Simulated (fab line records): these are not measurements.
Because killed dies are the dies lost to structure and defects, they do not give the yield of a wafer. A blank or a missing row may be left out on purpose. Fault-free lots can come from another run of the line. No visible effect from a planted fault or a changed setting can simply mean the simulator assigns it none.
Check for tools in common ; flow sky130 ; Sample size 12 lots and 36 wafers

## THE REASON FOR OPENING IT
SKY_VIA4_THK_MEAS_01, reading VIA4_HDPCVD_THK: flagged on 2 of 12 lots. Fault-free wafers read 1744 nm, with a standard deviation of 19.
Rule: flag the lot when none of its wafers has a number, or when each of its wafers that has one lies beyond 4 standard deviations from that mean. The other lots count as sound.

lot;measured;on;VIA4_HDPCVD_THK (nm), wafer by wafer;flag
L571;day 41 11:58;film_metro-01;1716 1723 1720;
L574;day 42 10:44;film_metro-01;1417 1412 1410;FLAGGED
L576;day 43 01:48;film_metro-02;1345 1385 1390;FLAGGED
L583;day 45 07:41;film_metro-01;1705 1765 1728;
L585;day 45 19:07;film_metro-02;1770 1758 1760;
L584;day 46 01:49;film_metro-03;1727 1731 1752;
L587;day 46 11:57;film_metro-01;1744 1749 1741;
L586;day 46 12:44;film_metro-01;1751 1737 1748;
L588;day 46 18:47;film_metro-02;1720 1742 1741;
L589;day 46 20:43;film_metro-01;1790 1786 1768;
L590;day 47 08:57;film_metro-03;1766 1760 1761;
L594;day 47 13:31;film_metro-01;1747 1725 1730;
Average over the flagged lots: 1393 nm; offset from the usual -351 nm, equal to -18 standard deviations.

## WHICH TOOL RAN EACH LOT
Before the reading, the record contains 3 process steps out of a 708-step route. Every cell lists first the tool, next ch and the chambers used by the sampled wafers, and last the start.
lot;flag;SKY_METAL4_SPUTTER_00;SKY_CAP2M_CVD_00;SKY_VIA4_HDPCVD_00
L571;;pvd_sputter-03, day 39 09:32;pecvd-04 ch 0,1,2, day 39 09:41;hdpcvd-02 ch 0,2, day 41 11:46
L574;FLAGGED;pvd_sputter-03, day 40 10:28;pecvd-04 ch 1,2, day 40 10:38;hdpcvd-02 ch 1,2, day 42 10:34
L576;FLAGGED;pvd_sputter-03, day 41 00:54;pecvd-01 ch 0,1, day 41 01:03;hdpcvd-02 ch 0,1,2, day 43 01:37
L583;;pvd_sputter-01, day 43 10:16;pecvd-01 ch 0,1,2, day 43 10:26;hdpcvd-01 ch 1,2, day 45 07:30
L585;;pvd_sputter-01, day 43 21:01;pecvd-01 ch 0,1,2, day 43 21:11;hdpcvd-02 ch 0,2, day 45 18:55
L584;;pvd_sputter-01, day 44 05:16;pecvd-04 ch 0,1,2, day 44 05:26;hdpcvd-01 ch 0,1, day 46 01:38
L587;;pvd_sputter-03, day 44 15:16;pecvd-01 ch 1,2, day 44 15:26;hdpcvd-01 ch 0,2, day 46 11:46
L586;;pvd_sputter-03, day 44 16:58;pecvd-01 ch 0,1, day 44 17:07;hdpcvd-01 ch 0,1, day 46 12:28
L588;;pvd_sputter-04, day 44 23:05;pecvd-04 ch 0,2, day 44 23:14;hdpcvd-02 ch 1,2, day 46 18:36
L589;;pvd_sputter-01, day 45 00:25;pecvd-01 ch 0,1,2, day 45 00:35;hdpcvd-02 ch 0,1,2, day 46 20:37
L590;;pvd_sputter-03, day 45 04:01;pecvd-01 ch 1,2, day 45 04:10;hdpcvd-02 ch 0,2, day 47 08:46
L594;;pvd_sputter-03, day 45 20:08;pecvd-01 ch 1,2, day 45 20:17;hdpcvd-02 ch 0,1,2, day 47 13:14
What these steps do:
- SKY_METAL4_SPUTTER_00: material Ti, target thk 15 nm, time 10 s.
- SKY_CAP2M_CVD_00: deposits SiO2, target thk 15.5 nm.
- SKY_VIA4_HDPCVD_00: deposits SiO2, target thk 1750 nm, time 291.7 s.
- SKY_VIA4_THK_MEAS_01

## FLAGGED AGAINST TOTAL, ONE TOOL AT A TIME (gauges that did the reading follow at the end)
step;tool;lots run;flagged;share of the flagged lots;sound lots run after its first flagged lot
SKY_METAL4_SPUTTER_00;pvd_sputter-01;4;0;none;-
SKY_METAL4_SPUTTER_00;pvd_sputter-03;7;2;all;4 (L587,L586,L590,L594)
SKY_METAL4_SPUTTER_00;pvd_sputter-04;1;0;none;-
SKY_CAP2M_CVD_00;pecvd-01;8;1;some;7 (L583,L585,L587,L586,L589,L590,L594)
SKY_CAP2M_CVD_00;pecvd-04;4;1;some;2 (L584,L588)
SKY_VIA4_HDPCVD_00;hdpcvd-01;4;0;none;-
SKY_VIA4_HDPCVD_00;hdpcvd-02;8;2;all;5 (L585,L588,L589,L590,L594)
SKY_VIA4_THK_MEAS_01;film_metro-01;7;1;some;5 (L583,L587,L586,L589,L594)
SKY_VIA4_THK_MEAS_01;film_metro-02;3;1;some;2 (L585,L588)
SKY_VIA4_THK_MEAS_01;film_metro-03;2;0;none;-

## THE TABLE: WHAT IT ALLOWS
Table rows that saw every flagged lot: 2, namely pvd_sputter-03 at SKY_METAL4_SPUTTER_00 and hdpcvd-02 at SKY_VIA4_HDPCVD_00.
- pvd_sputter-03 at SKY_METAL4_SPUTTER_00: 2 of its 7 lots flagged. Lots that were sound ran on it after the first flagged one (L587, L586, L590, L594); a persistent fault on the entire tool would not allow that.
- hdpcvd-02 at SKY_VIA4_HDPCVD_00: 2 of its 8 lots flagged. Lots that were sound ran on it after the first flagged one (L585, L588, L589, L590, L594); a persistent fault on the entire tool would not allow that. Its own readings (sih4_flow_sccm) fall more than 4 standard deviations out on all wafers of the flagged lots.
Not one row of the table ran every flagged lot while running no sound lot after the first.

## WHAT HAD BEEN PUT IN BY THE SIMULATOR
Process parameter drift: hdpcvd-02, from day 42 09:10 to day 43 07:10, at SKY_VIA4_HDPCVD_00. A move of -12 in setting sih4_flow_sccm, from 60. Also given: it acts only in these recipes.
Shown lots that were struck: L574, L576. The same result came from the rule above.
